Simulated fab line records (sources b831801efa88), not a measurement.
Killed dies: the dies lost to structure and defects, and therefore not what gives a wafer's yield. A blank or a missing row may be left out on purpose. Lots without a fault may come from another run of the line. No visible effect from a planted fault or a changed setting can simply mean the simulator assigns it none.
Problem report in the 8D (eight disciplines) form, filled by code + flow sky130 + the parts of the form that need people (team, actions taken, sign-off) are left out

## 1. WHAT WENT WRONG
Mean of oes-product-au at SKY_LDD_N_STRIP_16: 0.900 a.u. over 3 wafers from 1 lot, against 0.406 a.u. (standard deviation 0.0051) on wafers with no fault. Measured from the usual mean, that is +97 standard deviations.
The step: strips in O2/N2.
Earliest sighting: wafer L418.1 on plasma-asher-01 at day 20 21:08. The record has a number at this step for 39 wafers belonging to 13 lots. The rule behind "out" and "out of limits": a value lying over 4 standard deviations away from the usual mean. All remaining wafers that have a number are taken as sound.

## 2. WHAT THIS IS AND IS NOT
| question                    | is                     | is not                                                                                                         |
|-----------------------------|------------------------|----------------------------------------------------------------------------------------------------------------|
| which readings at this step | oes-product-au         | drypump-motor-current-A                                                                                        |
| which lots                  | L418                   | L410, L411, L413, L416, L425, L427, L428, L429, L430, L431, L432, L433                                         |
| which wafers of those lots  | all that have a number | -                                                                                                              |
| read on which tools         | plasma-asher-01        | plasma-asher-02, plasma-asher-04                                                                               |
| when                        | from day 20 21:08      | up to then (12 sound wafers); but 24 sound wafers of L425, L427, L428, L429, L430, L431, L432, L433 came after |

## 3. WHAT RULES OUT EACH SUSPECT
Counting: a tool stays on the suspect list if, at a process step up to the reading, it processed all lots that are out and no sound lot following the first of them.
- plasma-asher-01 at SKY_RES_PROTECT_STRIP_07 (strips in O2/N2): ruled out as a lasting fault. Following L418 (day 18 03:22), the first lot on it that is out, the sound lots L425, L433 were run on it.
- plasma-asher-01 at SKY_LDD_N_STRIP_16 (strips in O2/N2): ruled out as a lasting fault. Following L418 (day 20 21:08), the first lot on it that is out, the sound lots L425, L428, L429, L430, L431, L432 were run on it.
Left after counting: nothing in the record.

## 4. THE CAUSE (what the simulator had put in)
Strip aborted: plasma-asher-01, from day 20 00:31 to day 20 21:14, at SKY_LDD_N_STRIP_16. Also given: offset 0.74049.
Counting ruled it out, wrongly.

## 5. THE CHAIN OF EFFECTS, in route order
Rows list readings where the struck wafers' mean (over those with a number) sits beyond 3 standard deviations from the usual. Readings are gone through only where the record gives a usual standard deviation; hours: the median, over the lots, of the time from a lot's start at the first step in this table giving one to that lot's start at this step; sigmas: the change measured in usual standard deviations.
| hours | step               | reading        | usual      | on struck wafers | change | sigmas |
|-------|--------------------|----------------|------------|------------------|--------|--------|
| 0     | SKY_LDD_N_STRIP_16 | oes-product-au | 0.406 a.u. | 0.900            | +0.494 | +97    |
It contains these process steps:
- SKY_LDD_N_STRIP_16: strips in O2/N2.
Readings that are blank on the struck wafers while sound wafers have them: strip-time-to-endpoint-s at SKY_LDD_N_STRIP_16.

## 6. HOW IT WOULD HAVE BEEN CAUGHT EARLIER
In this record the first reading out of limits was taken at day 20 21:08, 21 hours after the fault began at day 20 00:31.
